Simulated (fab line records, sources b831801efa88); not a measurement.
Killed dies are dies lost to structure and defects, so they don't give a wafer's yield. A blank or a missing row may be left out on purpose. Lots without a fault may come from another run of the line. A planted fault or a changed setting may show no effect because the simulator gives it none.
Problem report in the 8D (eight disciplines) form, filled by code | flow gf180mcu | the parts of the form that need people (team, actions taken, sign-off) are left out

1. THE PROBLEM
NSD_RS at GF_PSD_RS_MEAS_14 reads a mean of 43.86 ohm/sq on 6 wafers of 2 lots; wafers without a fault read 46.17 ohm/sq with a standard deviation of 0.087. That is -27 standard deviations from the usual mean.
The step: measures by four-point-probe.
First seen on wafer L614.1, day 17 07:39, on film_metro-04. The record holds 33 wafers of 11 lots with a number at this step. Rule for "out", or "out of limits": more than 4 standard deviations from the usual mean. The other wafers with a number count as sound.

2. WHAT IT IS AND WHAT IT IS NOT
question                    | is                           | is not
which readings at this step | NSD_RS                       | -
which lots                  | L614, L617                   | L605, L609, L610, L613, L618, L624, L625, L626, L628
which wafers of those lots  | all that have a number       | -
read on which gauges        | film_metro-02, film_metro-04 | film_metro-03
when                        | from day 17 07:39            | up to then (12 sound wafers); but 15 sound wafers of L618, L624, L625, L626, L628 came after

3. SUSPECTS, AND WHAT RULES EACH OUT
Counting: a tool at a process step up to the reading stays a suspect if it ran every lot that is out and no sound lot after the first of them.
- the gauge at GF_PSD_RS_MEAS_14: ruled out. The wafers that are out were read on 2 gauges (film_metro-02, film_metro-04).
- rie_si-02 at GF_POLY_GATE_ETCH_13 (etches poly-Si in HBr/Cl2, stops on SiO2, target depth 198.5 nm, time 69.6 s): ruled out as a lasting fault. Sound lots L628 ran on it after its first lot that is out, L614 (day 11 19:14).
- implanter-04 at GF_NSD_IMPLANT_10: ruled out as a lasting fault. Sound lots L626, L628 ran on it after its first lot that is out, L614 (day 16 08:31).
Left after counting: nothing in the record.

4. THE CAUSE (what the simulator had put in)
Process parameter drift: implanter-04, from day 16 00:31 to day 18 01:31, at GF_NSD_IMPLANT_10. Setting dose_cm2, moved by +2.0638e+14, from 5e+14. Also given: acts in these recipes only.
Counting ruled it out, wrongly: the rule takes a fault to strike every lot that its tool runs from its start on, and this one did not.

5. THE CHAIN OF EFFECTS, in route order
Each row: a reading whose mean over the struck wafers that have a number lies more than 3 standard deviations from the usual. Only readings for which the record gives a usual standard deviation are gone through. hours: the time from each lot's start at the first step in this table that gives one to its start at this step, as a median over the lots. sigmas: the change in usual standard deviations.
hours | step              | reading                  | usual        | on struck wafers | change     | sigmas
0     | GF_NSD_IMPLANT_10 | dose_ions_cm2            | 5.001e+14    | 7.072e+14        | +2.072e+14 | +99 or more
0     | GF_NSD_IMPLANT_10 | faraday_current_uA       | 2785         | 3883             | +1098      | +20
0     | GF_NSD_STRIP_11   | strip_time_to_endpoint_s | 22.94 s      | 23.18            | +0.24      | +6.3
24    | GF_PSD_RS_MEAS_14 | NSD_RS                   | 46.17 ohm/sq | 43.86            | -2.31      | -27
The process steps in it:
- GF_NSD_IMPLANT_10
- GF_NSD_STRIP_11: strips in O2/N2.
Later measuring or inspecting steps at which every struck wafer that the step has a row for has a number for every such reading, and none has moved that far: GF_PSD_RS_MEAS_15.

6. WHAT WOULD HAVE CAUGHT IT SOONER
In this record the first reading out of limits at a measuring or inspecting step was taken at day 17 07:39, 31 hours after the fault began at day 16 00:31.
The tool's own readings at GF_NSD_IMPLANT_10 were out on every struck wafer that the step has a row for (dose_ions_cm2, faraday_current_uA): an alarm limit on them would have fired on the first of those.
